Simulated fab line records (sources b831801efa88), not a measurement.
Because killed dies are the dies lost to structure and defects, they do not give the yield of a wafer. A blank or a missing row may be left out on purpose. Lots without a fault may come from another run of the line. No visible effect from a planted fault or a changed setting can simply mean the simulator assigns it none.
Which tool is to blame? + flow gf180mcu + 36 wafers from 12 lots sampled at 6 of the route's 602 steps

== WHAT THE GAUGES READ, wafer by wafer ==
GF_HV_LDD_OVL_MEAS_08.
| lot  | measured     | on         | HV_LDD_OVL (nm) |
|------|--------------|------------|-----------------|
| L218 | day 10 00:36 | overlay-01 | 1.0 0.3 1.4     |
| L219 | day 10 08:02 | overlay-01 | 1.3 3.4 1.6     |
| L220 | day 10 15:02 | overlay-01 | 0.9 2.1 1.5     |
| L224 | day 11 18:15 | overlay-01 | -0.4 -1.9 0.0   |
| L232 | day 14 09:29 | overlay-01 | 1.2 2.0 1.6     |
| L233 | day 14 15:16 | overlay-02 | 1.5 0.9 1.9     |
| L234 | day 14 22:35 | overlay-02 | -1.0 -1.2 0.8   |
| L235 | day 15 05:11 | overlay-01 | 0.5 -0.2 0.0    |
| L236 | day 15 10:50 | overlay-02 | 0.1 0.8 0.1     |
| L238 | day 16 03:20 | overlay-02 | 1.5 2.1 1.0     |
| L240 | day 16 20:26 | overlay-02 | 1.5 -0.3 -2.1   |
| L241 | day 17 06:26 | overlay-02 | 2.3 0.4 1.3     |

GF_HV_LDD_TW_MEAS_38.
| lot  | measured     | on           | HV_LDD_3_TW    |
|------|--------------|--------------|----------------|
| L218 | day 11 13:50 | filmMetro-02 | 1431 1425 1428 |
| L219 | day 11 22:08 | filmMetro-02 | 1538 1528 1535 |
| L220 | day 12 05:29 | filmMetro-03 | 1556 1564 1547 |
| L224 | day 13 10:19 | filmMetro-03 | 1439 1438 1437 |
| L232 | day 16 06:32 | filmMetro-02 | 1436 1434 1433 |
| L233 | day 16 11:46 | filmMetro-02 | 1427 1421 1426 |
| L234 | day 16 19:56 | filmMetro-02 | 1432 1427 1420 |
| L235 | day 17 03:10 | filmMetro-02 | 1431 1441 1447 |
| L236 | day 17 08:59 | filmMetro-03 | 1453 1451 1445 |
| L238 | day 18 03:20 | filmMetro-02 | 1434 1428 1433 |
| L240 | day 18 21:05 | filmMetro-04 | 1432 1435 1442 |
| L241 | day 19 07:26 | filmMetro-02 | 1435 1431 1431 |

GF_HV_LDD_RS_MEAS_53: measures by four-point-probe.
| lot  | measured     | on           | HV_LDD_RS (ohm/sq) |
|------|--------------|--------------|--------------------|
| L218 | day 12 09:38 | filmMetro-02 | 418.6 419.1 419.2  |
| L219 | day 12 18:05 | filmMetro-02 | 399.7 400.4 400.2  |
| L220 | day 13 01:44 | filmMetro-03 | 400.7 400.7 401.6  |
| L224 | day 14 07:08 | filmMetro-02 | 419.7 418.7 418.8  |
| L232 | day 17 06:02 | filmMetro-02 | 418.3 418.1 419.6  |
| L233 | day 17 11:28 | filmMetro-04 | 417.3 415.7 416.8  |
| L234 | day 17 19:34 | filmMetro-04 | 419.4 419.2 419.4  |
| L235 | day 18 03:38 | filmMetro-03 | 418.9 418.2 418.6  |
| L236 | day 18 09:26 | filmMetro-03 | 420.4 419.6 419.5  |
| L238 | day 19 03:51 | filmMetro-03 | 419.4 419.4 418.0  |
| L240 | day 19 21:14 | filmMetro-02 | 417.9 418.8 419.2  |
| L241 | day 20 08:30 | filmMetro-02 | 417.6 418.1 417.8  |

== TOOL THAT RAN EACH LOT (tool first, then ch and the chambers of the sampled wafers, then the start) ==
| lot  | GF_DUAL_GATE_STRIP_13               | GF_HV_LDD_STRIP_10                  | GF_HV_LDD_IMPLANT_35            |
|------|-------------------------------------|-------------------------------------|---------------------------------|
| L218 | plasmaAsher-02 ch 0,1, day 8 07:21  | plasmaAsher-02 ch 0, day 10 00:47   | implanter-04 ch 0, day 11 13:26 |
| L219 | plasmaAsher-04 ch 0,1, day 8 14:00  | plasmaAsher-04 ch 0,1, day 10 08:13 | implanter-01 ch 0, day 11 21:26 |
| L220 | plasmaAsher-02 ch 0,1, day 8 21:33  | plasmaAsher-01 ch 0,1, day 10 15:13 | implanter-01 ch 0, day 12 04:46 |
| L224 | plasmaAsher-03 ch 0,1, day 10 00:08 | plasmaAsher-04 ch 0,1, day 11 18:26 | implanter-04 ch 0, day 13 09:55 |
| L232 | plasmaAsher-04 ch 1, day 12 12:38   | plasmaAsher-04 ch 0,1, day 14 09:40 | implanter-02 ch 0, day 16 06:08 |
| L233 | plasmaAsher-03 ch 0,1, day 12 16:42 | plasmaAsher-01 ch 0,1, day 14 15:28 | implanter-01 ch 0, day 16 11:20 |
| L234 | plasmaAsher-04 ch 0,1, day 12 21:45 | plasmaAsher-01 ch 0,1, day 14 22:47 | implanter-01 ch 0, day 16 19:34 |
| L235 | plasmaAsher-04 ch 0,1, day 13 05:46 | plasmaAsher-01 ch 0,1, day 15 05:22 | implanter-01 ch 0, day 17 02:46 |
| L236 | plasmaAsher-02 ch 0,1, day 13 11:56 | plasmaAsher-04 ch 0,1, day 15 11:01 | implanter-04 ch 0, day 17 08:37 |
| L238 | plasmaAsher-04 ch 0,1, day 14 03:14 | plasmaAsher-04 ch 0,1, day 16 03:31 | implanter-04 ch 0, day 18 02:56 |
| L240 | plasmaAsher-03 ch 0, day 14 19:01   | plasmaAsher-01 ch 0,1, day 16 20:37 | implanter-02 ch 0, day 18 20:41 |
| L241 | plasmaAsher-04 ch 0,1, day 15 03:14 | plasmaAsher-02 ch 0,1, day 17 06:37 | implanter-02 ch 0, day 19 07:04 |
- GF_DUAL_GATE_STRIP_13: strips in O2/N2.
- GF_HV_LDD_STRIP_10: strips in O2/N2.
- GF_HV_LDD_IMPLANT_35

== AS READ BY THE TOOLS THEMSELVES (means over the sampled wafers that have a number; for cases with no such wafer, the mark the record gives instead) ==
GF_DUAL_GATE_STRIP_13.
| lot  | tool           | drypumpMotorCurrentA (A) | heaterPowerW (W) | oesProductAu (a.u.) | stripTimeToEndpointS (s) |
|------|----------------|--------------------------|------------------|---------------------|--------------------------|
| L218 | plasmaAsher-02 | 5.6                      | 319              | 0.715               | 12.614                   |
| L219 | plasmaAsher-04 | 5.3                      | 322              | 0.714               | 12.617                   |
| L220 | plasmaAsher-02 | 5.6                      | 319              | 0.713               | 12.648                   |
| L224 | plasmaAsher-03 | 5.7                      | 337              | 0.717               | 12.628                   |
| L232 | plasmaAsher-04 | 4.8                      | 306              | 0.717               | 12.625                   |
| L233 | plasmaAsher-03 | 5.7                      | 332              | 0.717               | 12.662                   |
| L234 | plasmaAsher-04 | 5.0                      | 311              | 0.715               | 12.683                   |
| L235 | plasmaAsher-04 | 5.0                      | 306              | 0.714               | 12.666                   |
| L236 | plasmaAsher-02 | 5.8                      | 314              | 0.721               | 12.644                   |
| L238 | plasmaAsher-04 | 5.3                      | 314              | 0.715               | 12.656                   |
| L240 | plasmaAsher-03 | 6.1                      | 322              | 0.723               | 12.621                   |
| L241 | plasmaAsher-04 | 5.0                      | 313              | 0.713               | 12.628                   |

GF_HV_LDD_STRIP_10.
| lot  | tool           | drypumpMotorCurrentA (A) | heaterPowerW (W) | oesProductAu (a.u.) | stripTimeToEndpointS (s) |
|------|----------------|--------------------------|------------------|---------------------|--------------------------|
| L218 | plasmaAsher-02 | 5.4                      | 316              | 0.718               | 12.66                    |
| L219 | plasmaAsher-04 | 5.3                      | 317              | 0.716               | 12.68                    |
| L220 | plasmaAsher-01 | 5.1                      | 361              | 0.711               | 12.70                    |
| L224 | plasmaAsher-04 | 5.1                      | 311              | 0.712               | 12.64                    |
| L232 | plasmaAsher-04 | 5.3                      | 315              | 0.713               | 12.63                    |
| L233 | plasmaAsher-01 | 5.1                      | 361              | 0.716               | 12.62                    |
| L234 | plasmaAsher-01 | 5.1                      | 360              | 0.722               | 12.64                    |
| L235 | plasmaAsher-01 | 5.2                      | 357              | 0.714               | 12.59                    |
| L236 | plasmaAsher-04 | 5.3                      | 320              | 0.719               | 12.63                    |
| L238 | plasmaAsher-04 | 5.0                      | 308              | 0.722               | 12.60                    |
| L240 | plasmaAsher-01 | 5.2                      | 355              | 0.715               | 12.67                    |
| L241 | plasmaAsher-02 | 5.8                      | 314              | 0.713               | 12.73                    |

== THE ANSWER, worked out from the rows above alone ==
Rule: usual is defined by the lots themselves. Put in order of their means at a reading, lots are off if they are a third of the lots or fewer, leave a main group of 4 or more, and stand apart from it by a gap of 3 or more times the standard deviation of the main group's means; of several such gaps the widest counts. If all means in a main group match to the digits the tables above print for the reading, that group is not used. Also off: a lot with no number at a reading for which 4 or more lots have one. All remaining lots with rows at the step are treated as sound. After the gauges, taken in route order, come the tools' own readings; for these a lot's mean is taken, as printed above. The first step at which some lot is off is used, and at that step the reading that is off furthest; a lot without a number counts as furthest.
Off: at GF_HV_LDD_TW_MEAS_38 (HV_LDD_3_TW), L219, L220. Main group: mean 1434, sd 7.
If a tool, at a process step before that reading, ran all the lots that are off and no sound lot after the first of them, it fits. The gauges at GF_HV_LDD_TW_MEAS_38 are tried like those tools. Of those tried, none fits.

== WHAT THE SIMULATOR HAD INSERTED ==
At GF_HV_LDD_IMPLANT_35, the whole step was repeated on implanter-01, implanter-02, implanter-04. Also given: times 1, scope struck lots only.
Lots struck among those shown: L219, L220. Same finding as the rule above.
